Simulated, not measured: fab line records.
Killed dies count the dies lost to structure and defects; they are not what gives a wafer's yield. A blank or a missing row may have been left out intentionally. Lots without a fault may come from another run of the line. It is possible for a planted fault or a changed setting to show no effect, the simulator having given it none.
Matching of chambers / flow sky130 / SKY_VIA2_CMP_24 on cmp-01: 4 sister chambers
The step polishes, stops on SiO2, t overpolish 20 s, target thk 0 nm. 4 wafers are shown with their chamber, then 9 later ones without.

== WAFERS PAIRED WITH THEIR CHAMBERS ==
wafer=L085.4; chamber=3; motorCurrentA (A)=8.9
wafer=L086.1; chamber=0; motorCurrentA (A)=12.3
wafer=L086.3; chamber=1; motorCurrentA (A)=10.5
wafer=L086.5; chamber=2; motorCurrentA (A)=11.9

== WAFERS WITH NO CHAMBER GIVEN ==
wafer=L093.1; motorCurrentA (A)=12.2
wafer=L093.2; motorCurrentA (A)=10.4
wafer=L093.6; motorCurrentA (A)=11.5
wafer=L095.1; motorCurrentA (A)=11.0
wafer=L095.3; motorCurrentA (A)=10.8
wafer=L095.5; motorCurrentA (A)=12.2
wafer=L096.1; motorCurrentA (A)=9.0
wafer=L096.5; motorCurrentA (A)=10.5
wafer=L096.6; motorCurrentA (A)=11.8

== EACH ONE'S CHAMBER ==
wafer=L093.1; from the rows above=can't be placed: 0 or 2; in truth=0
wafer=L093.2; from the rows above=1; in truth=1
wafer=L093.6; from the rows above=can't be placed: 2 or 0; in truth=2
wafer=L095.1; from the rows above=can't be placed: 1 or 2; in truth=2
wafer=L095.3; from the rows above=1; in truth=1
wafer=L095.5; from the rows above=can't be placed: 0 or 2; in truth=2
wafer=L096.1; from the rows above=3; in truth=3
wafer=L096.5; from the rows above=1; in truth=1
wafer=L096.6; from the rows above=can't be placed: 2 or 0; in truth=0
Placed correctly: 4 of 9. Cannot be placed on the basis of these rows: 5; the candidates contain the true chamber in 5. Number placed wrongly: 0.
How it was worked out, from the rows above alone: a wafer's distance from a chamber is the root of the sum, over the readings, of the square of ((its reading less the chamber's mean) divided by the reading's scatter). The wafer belongs to the nearest chamber; if the next one is less than 2 further off, it can't be placed. Each chamber's mean is taken over the wafers shown for it. The scatter: with one shown wafer a chamber, the root of the mean of the squares of how far each hidden wafer lies from its nearest shown one.
